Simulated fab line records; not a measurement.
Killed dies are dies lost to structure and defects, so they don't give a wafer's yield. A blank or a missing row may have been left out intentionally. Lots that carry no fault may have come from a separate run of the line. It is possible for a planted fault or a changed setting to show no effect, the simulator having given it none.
The tool behind it: which one? :: flow gf180mcu :: 12 lots, 36 wafers sampled, at 6 steps of a route of 602

WHAT THE GAUGES READ, wafer by wafer
GF_MVPSD_TW_MEAS_11.
lot: L507
measured: day 5 04:32
on: film_metro-04
MVPSD_TW: 546 547 547

lot: L508
measured: day 5 08:14
on: film_metro-04
MVPSD_TW: 547 543 545

lot: L509
measured: day 5 12:54
on: film_metro-03
MVPSD_TW: 555 550 549

lot: L510
measured: day 5 21:41
on: film_metro-01
MVPSD_TW: 560 556 559

lot: L511
measured: day 6 03:55
on: film_metro-04
MVPSD_TW: 543 544 541

lot: L519
measured: day 8 02:14
on: film_metro-04
MVPSD_TW: 752 750 758

lot: L520
measured: day 8 13:26
on: film_metro-01
MVPSD_TW: 769 769 768

lot: L522
measured: day 8 18:35
on: film_metro-03
MVPSD_TW: 553 553 551

lot: L525
measured: day 9 12:26
on: film_metro-03
MVPSD_TW: 554 559 557

lot: L526
measured: day 9 17:29
on: film_metro-03
MVPSD_TW: 557 556 561

lot: L528
measured: day 10 07:09
on: film_metro-04
MVPSD_TW: 548 550 546

lot: L530
measured: day 10 19:25
on: film_metro-03
MVPSD_TW: 557 557 555

GF_VT_IMPLANT_OVL_MEAS_40.
lot: L507
measured: day 7 16:16
on: overlay-02
VT_IMPLANT_03_OVL (nm): 0.3 1.5 2.0

lot: L508
measured: day 7 20:08
on: overlay-02
VT_IMPLANT_03_OVL (nm): -1.4 0.1 -0.3

lot: L509
measured: day 8 03:11
on: overlay-01
VT_IMPLANT_03_OVL (nm): -0.4 0.2 1.0

lot: L510
measured: day 8 12:30
on: overlay-02
VT_IMPLANT_03_OVL (nm): 0.8 0.4 0.6

lot: L511
measured: day 8 19:17
on: overlay-01
VT_IMPLANT_03_OVL (nm): -0.5 0.8 -0.8

lot: L519
measured: day 11 00:06
on: overlay-02
VT_IMPLANT_03_OVL (nm): 3.2 3.4 3.6

lot: L520
measured: day 11 11:31
on: overlay-01
VT_IMPLANT_03_OVL (nm): -0.5 0.8 1.7

lot: L522
measured: day 11 17:10
on: overlay-02
VT_IMPLANT_03_OVL (nm): 1.2 2.1 2.9

lot: L525
measured: day 12 12:45
on: overlay-01
VT_IMPLANT_03_OVL (nm): 0.4 1.8 1.0

lot: L526
measured: day 12 20:31
on: overlay-02
VT_IMPLANT_03_OVL (nm): -2.4 -1.1 -0.9

lot: L528
measured: day 13 11:32
on: overlay-02
VT_IMPLANT_03_OVL (nm): -0.9 -1.8 -1.0

lot: L530
measured: day 14 01:04
on: overlay-01
VT_IMPLANT_03_OVL (nm): 1.2 0.7 0.3

GF_VT_IMPLANT_RS_MEAS_49: measurement is done with a four-point probe.
lot: L507
measured: day 7 17:08
on: film_metro-04
MVPSD_RS (ohm/sq): 1171.0 1170.9 1171.8

lot: L508
measured: day 7 21:00
on: film_metro-01
MVPSD_RS (ohm/sq): 1168.9 1171.8 1171.6

lot: L509
measured: day 8 04:03
on: film_metro-01
MVPSD_RS (ohm/sq): 1169.8 1168.1 1171.9

lot: L510
measured: day 8 13:22
on: film_metro-03
MVPSD_RS (ohm/sq): 1164.4 1167.8 1164.6

lot: L511
measured: day 8 20:08
on: film_metro-03
MVPSD_RS (ohm/sq): 1166.4 1167.9 1166.7

lot: L519
measured: day 11 01:01
on: film_metro-01
MVPSD_RS (ohm/sq): 577.9 577.7 577.3

lot: L520
measured: day 11 12:26
on: film_metro-03
MVPSD_RS (ohm/sq): 574.9 574.5 575.0

lot: L522
measured: day 11 18:02
on: film_metro-04
MVPSD_RS (ohm/sq): 1169.2 1169.0 1171.1

lot: L525
measured: day 12 13:36
on: film_metro-01
MVPSD_RS (ohm/sq): 1169.9 1171.0 1169.1

lot: L526
measured: day 12 21:23
on: film_metro-01
MVPSD_RS (ohm/sq): 1169.8 1169.8 1172.6

lot: L528
measured: day 13 12:24
on: film_metro-01
MVPSD_RS (ohm/sq): 1169.3 1167.7 1170.6

lot: L530
measured: day 14 01:57
on: film_metro-01
MVPSD_RS (ohm/sq): 1166.9 1162.2 1166.8

WHAT TOOL EACH LOT RAN ON (gives the tool, then ch and the chambers of the sampled wafers, and finally the start)
lot: L507
GF_DNWELL_STRIP_08: plasma_asher-02 ch 0,1, day 2 21:24
GF_MVPSD_IMPLANT_09: implanter-02 ch 0, day 5 04:14
GF_VT_IMPLANT_STRIP_20: plasma_asher-03 ch 1, day 6 10:01

lot: L508
GF_DNWELL_STRIP_08: plasma_asher-03 ch 0,1, day 3 00:56
GF_MVPSD_IMPLANT_09: implanter-03 ch 0, day 5 07:59
GF_VT_IMPLANT_STRIP_20: plasma_asher-04 ch 1, day 6 13:11

lot: L509
GF_DNWELL_STRIP_08: plasma_asher-03 ch 0,1, day 3 04:28
GF_MVPSD_IMPLANT_09: implanter-01 ch 0, day 5 12:40
GF_VT_IMPLANT_STRIP_20: plasma_asher-02 ch 0,1, day 6 19:11

lot: L510
GF_DNWELL_STRIP_08: plasma_asher-02 ch 0,1, day 3 12:09
GF_MVPSD_IMPLANT_09: implanter-01 ch 0, day 5 21:26
GF_VT_IMPLANT_STRIP_20: plasma_asher-04 ch 0,1, day 7 03:43

lot: L511
GF_DNWELL_STRIP_08: plasma_asher-03 ch 0,1, day 3 18:19
GF_MVPSD_IMPLANT_09: implanter-03 ch 0, day 6 03:40
GF_VT_IMPLANT_STRIP_20: plasma_asher-03 ch 0,1, day 7 10:13

lot: L519
GF_DNWELL_STRIP_08: plasma_asher-02 ch 0,1, day 5 12:00
GF_MVPSD_IMPLANT_09: implanter-02 ch 0, day 8 01:59
GF_VT_IMPLANT_STRIP_20: plasma_asher-03 ch 0,1, day 9 12:29

lot: L520
GF_DNWELL_STRIP_08: plasma_asher-03 ch 1, day 5 21:03
GF_MVPSD_IMPLANT_09: implanter-02 ch 0, day 8 13:11
GF_VT_IMPLANT_STRIP_20: plasma_asher-02 ch 0,1, day 9 23:41

lot: L522
GF_DNWELL_STRIP_08: plasma_asher-01 ch 0,1, day 6 03:16
GF_MVPSD_IMPLANT_09: implanter-01 ch 0, day 8 18:20
GF_VT_IMPLANT_STRIP_20: plasma_asher-03 ch 0,1, day 10 04:59

lot: L525
GF_DNWELL_STRIP_08: plasma_asher-02 ch 0,1, day 6 18:33
GF_MVPSD_IMPLANT_09: implanter-01 ch 0, day 9 12:11
GF_VT_IMPLANT_STRIP_20: plasma_asher-04 ch 0,1, day 10 23:38

lot: L526
GF_DNWELL_STRIP_08: plasma_asher-01 ch 0,1, day 6 23:13
GF_MVPSD_IMPLANT_09: implanter-03 ch 0, day 9 17:14
GF_VT_IMPLANT_STRIP_20: plasma_asher-02 ch 0,1, day 11 05:56

lot: L528
GF_DNWELL_STRIP_08: plasma_asher-02 ch 0,1, day 7 10:22
GF_MVPSD_IMPLANT_09: implanter-01 ch 0, day 10 06:55
GF_VT_IMPLANT_STRIP_20: plasma_asher-04 ch 0,1, day 11 20:02

lot: L530
GF_DNWELL_STRIP_08: plasma_asher-02 ch 0,1, day 7 20:48
GF_MVPSD_IMPLANT_09: implanter-03 ch 0, day 10 19:11
GF_VT_IMPLANT_STRIP_20: plasma_asher-04 ch 0,1, day 12 09:19
- GF_DNWELL_STRIP_08: strips in O2/N2.
- GF_MVPSD_IMPLANT_09
- GF_VT_IMPLANT_STRIP_20: strips in O2/N2.

AS READ BY THE TOOLS THEMSELVES (means over the sampled wafers that have a number; for cases with no such wafer, the mark the record gives instead)
GF_DNWELL_STRIP_08.
lot: L507
tool: plasma_asher-02
drypump_motor_current_A (A): 5.7
heater_power_w (W): 333
oes_product_au (a.u.): 0.726
strip_time_to_endpoint_s (s): 36.96

lot: L508
tool: plasma_asher-03
drypump_motor_current_A (A): 5.9
heater_power_w (W): 303
oes_product_au (a.u.): 0.719
strip_time_to_endpoint_s (s): 36.99

lot: L509
tool: plasma_asher-03
drypump_motor_current_A (A): 6.1
heater_power_w (W): 307
oes_product_au (a.u.): 0.725
strip_time_to_endpoint_s (s): 37.00

lot: L510
tool: plasma_asher-02
drypump_motor_current_A (A): 5.7
heater_power_w (W): 334
oes_product_au (a.u.): 0.721
strip_time_to_endpoint_s (s): 36.85

lot: L511
tool: plasma_asher-03
drypump_motor_current_A (A): 5.9
heater_power_w (W): 304
oes_product_au (a.u.): 0.723
strip_time_to_endpoint_s (s): 36.95

lot: L519
tool: plasma_asher-02
drypump_motor_current_A (A): 5.6
heater_power_w (W): 360
oes_product_au (a.u.): 0.721
strip_time_to_endpoint_s (s): 36.93

lot: L520
tool: plasma_asher-03
drypump_motor_current_A (A): 5.7
heater_power_w (W): 303
oes_product_au (a.u.): 0.723
strip_time_to_endpoint_s (s): 37.07

lot: L522
tool: plasma_asher-01
drypump_motor_current_A (A): 5.5
heater_power_w (W): 332
oes_product_au (a.u.): 0.728
strip_time_to_endpoint_s (s): 36.95

lot: L525
tool: plasma_asher-02
drypump_motor_current_A (A): 5.7
heater_power_w (W): 338
oes_product_au (a.u.): 0.719
strip_time_to_endpoint_s (s): 36.99

lot: L526
tool: plasma_asher-01
drypump_motor_current_A (A): 5.5
heater_power_w (W): 333
oes_product_au (a.u.): 0.722
strip_time_to_endpoint_s (s): 36.84

lot: L528
tool: plasma_asher-02
drypump_motor_current_A (A): 5.8
heater_power_w (W): 332
oes_product_au (a.u.): 0.722
strip_time_to_endpoint_s (s): 36.96

lot: L530
tool: plasma_asher-02
drypump_motor_current_A (A): 5.6
heater_power_w (W): 362
oes_product_au (a.u.): 0.723
strip_time_to_endpoint_s (s): 37.13

GF_MVPSD_IMPLANT_09.
lot: L507
tool: implanter-02
dose_ions_cm2: 5e+12
faraday_current_uA: 28.4

lot: L508
tool: implanter-03
dose_ions_cm2: 5e+12
faraday_current_uA: 27.6

lot: L509
tool: implanter-01
dose_ions_cm2: 5e+12
faraday_current_uA: 28.2

lot: L510
tool: implanter-01
dose_ions_cm2: 5e+12
faraday_current_uA: 27.7

lot: L511
tool: implanter-03
dose_ions_cm2: 5e+12
faraday_current_uA: 28.4

lot: L519
tool: implanter-02
dose_ions_cm2: 6e+13
faraday_current_uA: 326.0

lot: L520
tool: implanter-02
dose_ions_cm2: 6e+13
faraday_current_uA: 319.6

lot: L522
tool: implanter-01
dose_ions_cm2: 5e+12
faraday_current_uA: 28.3

lot: L525
tool: implanter-01
dose_ions_cm2: 5e+12
faraday_current_uA: 28.2

lot: L526
tool: implanter-03
dose_ions_cm2: 5e+12
faraday_current_uA: 28.7

lot: L528
tool: implanter-01
dose_ions_cm2: 5e+12
faraday_current_uA: 27.8

lot: L530
tool: implanter-03
dose_ions_cm2: 5e+12
faraday_current_uA: 28.0

GF_VT_IMPLANT_STRIP_20.
lot: L507
tool: plasma_asher-03
drypump_motor_current_A (A): 5.7
heater_power_w (W): 301
oes_product_au (a.u.): 0.712
strip_time_to_endpoint_s (s): 12.66

lot: L508
tool: plasma_asher-04
drypump_motor_current_A (A): 5.7
heater_power_w (W): 339
oes_product_au (a.u.): 0.719
strip_time_to_endpoint_s (s): 12.63

lot: L509
tool: plasma_asher-02
drypump_motor_current_A (A): 5.7
heater_power_w (W): 337
oes_product_au (a.u.): 0.717
strip_time_to_endpoint_s (s): 12.63

lot: L510
tool: plasma_asher-04
drypump_motor_current_A (A): 6.2
heater_power_w (W): 301
oes_product_au (a.u.): 0.720
strip_time_to_endpoint_s (s): 12.63

lot: L511
tool: plasma_asher-03
drypump_motor_current_A (A): 6.1
heater_power_w (W): 310
oes_product_au (a.u.): 0.718
strip_time_to_endpoint_s (s): 12.66

lot: L519
tool: plasma_asher-03
drypump_motor_current_A (A): 5.9
heater_power_w (W): 307
oes_product_au (a.u.): 0.718
strip_time_to_endpoint_s (s): 12.66

lot: L520
tool: plasma_asher-02
drypump_motor_current_A (A): 5.7
heater_power_w (W): 337
oes_product_au (a.u.): 0.717
strip_time_to_endpoint_s (s): 12.59

lot: L522
tool: plasma_asher-03
drypump_motor_current_A (A): 6.1
heater_power_w (W): 302
oes_product_au (a.u.): 0.716
strip_time_to_endpoint_s (s): 12.56

lot: L525
tool: plasma_asher-04
drypump_motor_current_A (A): 5.9
heater_power_w (W): 322
oes_product_au (a.u.): 0.710
strip_time_to_endpoint_s (s): 12.58

lot: L526
tool: plasma_asher-02
drypump_motor_current_A (A): 5.6
heater_power_w (W): 362
oes_product_au (a.u.): 0.715
strip_time_to_endpoint_s (s): 12.66

lot: L528
tool: plasma_asher-04
drypump_motor_current_A (A): 6.2
heater_power_w (W): 299
oes_product_au (a.u.): 0.719
strip_time_to_endpoint_s (s): 12.62

lot: L530
tool: plasma_asher-04
drypump_motor_current_A (A): 6.2
heater_power_w (W): 300
oes_product_au (a.u.): 0.720
strip_time_to_endpoint_s (s): 12.63

THE ANSWER, worked out from the rows above alone
Rule: usual is defined by the lots themselves. Put in order of their means at a reading, lots are off if they are a third of the lots or fewer, leave a main group of 4 or more, and stand apart from it by a gap of 3 or more times the standard deviation of the main group's means; of several such gaps the widest counts. A main group whose means are all the same, to the digits that the tables above print for the reading, isn't used. A lot without any number at a reading at which 4 lots or more have one is off too. Any other lot the step has rows for is counted as sound. The gauges are gone through in route order, then the tools' own readings, and for those a lot's mean is taken as printed above. The first step at which some lot is off is used, and at that step the reading that is off furthest; a lot without a number counts as furthest.
Off: at GF_MVPSD_TW_MEAS_11 (MVPSD_TW), L519, L520. Main group: mean 552, sd 5.4.
A tool fits if, at a process step before that reading, it ran every lot that is off, and no sound lot after the first of them. Not tried: the gauges at GF_MVPSD_TW_MEAS_11; whatever is off there is also off at GF_MVPSD_IMPLANT_09, on other tools, and gauge error can't account for it. One fits: GF_MVPSD_IMPLANT_09 on implanter-02. Its last sound lot is L507 (day 5 04:14), its first lot that is off L519 (day 8 01:59): a fault that began between those two fits.
The tool's own readings at GF_MVPSD_IMPLANT_09 bear it out: on the lots that are off they differ by more than 5 times the standard deviation of the sound lots' means. dose_ions_cm2 reads 6e+13 there against 5e+12 on the sound lots; faraday_current_uA reads 322.8 there against 28.1 on the sound lots.

WHAT THE SIMULATOR HAD PUT IN
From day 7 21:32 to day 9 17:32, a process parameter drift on implanter-02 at GF_MVPSD_IMPLANT_09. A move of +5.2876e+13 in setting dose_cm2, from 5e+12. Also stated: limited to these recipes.
Lots struck among those shown: L519, L520. The rule above found the same.
